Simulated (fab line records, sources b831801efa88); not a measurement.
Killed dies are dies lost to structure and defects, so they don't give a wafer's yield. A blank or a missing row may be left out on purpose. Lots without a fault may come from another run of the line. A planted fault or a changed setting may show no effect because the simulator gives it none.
Chamber matching | flow gf180mcu | GF_V1_ETCH_16 on rie_diel-01: 4 sister chambers
The step etches BARC in N2/H2. 4 wafers are shown with their chamber, then 7 later ones without.

WAFERS WITH THEIR CHAMBER
wafer  | chamber | drypump_motor_current_A (A)
L568.6 | 1       | 5.8
L573.5 | 2       | 6.0
L582.2 | 0       | 6.0
L582.5 | 3       | 5.4

WAFERS WITHOUT THEIR CHAMBER
wafer  | drypump_motor_current_A (A)
L582.6 | 5.9
L583.1 | 5.7
L583.3 | 5.9
L583.4 | 5.4
L589.1 | 6.1
L589.2 | 5.4
L589.3 | 5.8

WHICH CHAMBER EACH WENT THROUGH
wafer  | from the rows above          | in truth
L582.6 | can't be placed: 0 or 2 or 1 | 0
L583.1 | 1                            | 1
L583.3 | can't be placed: 0 or 2 or 1 | 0
L583.4 | 3                            | 3
L589.1 | can't be placed: 0 or 2      | 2
L589.2 | 3                            | 3
L589.3 | 1                            | 1
Placed correctly: 4 of 7. Can't be placed from these rows: 3 (the true chamber is among the candidates in 3). Placed wrongly: 0.
How it was worked out, from the rows above alone: a wafer's distance from a chamber is the root of the sum, over the readings, of the square of ((its reading less the chamber's mean) divided by the reading's scatter). The wafer belongs to the nearest chamber; if the next one is less than 2 further off, it can't be placed. A chamber's mean is the mean of its shown wafers. The scatter: with one shown wafer a chamber, the root of the mean of the squares of how far each hidden wafer lies from its nearest shown one.
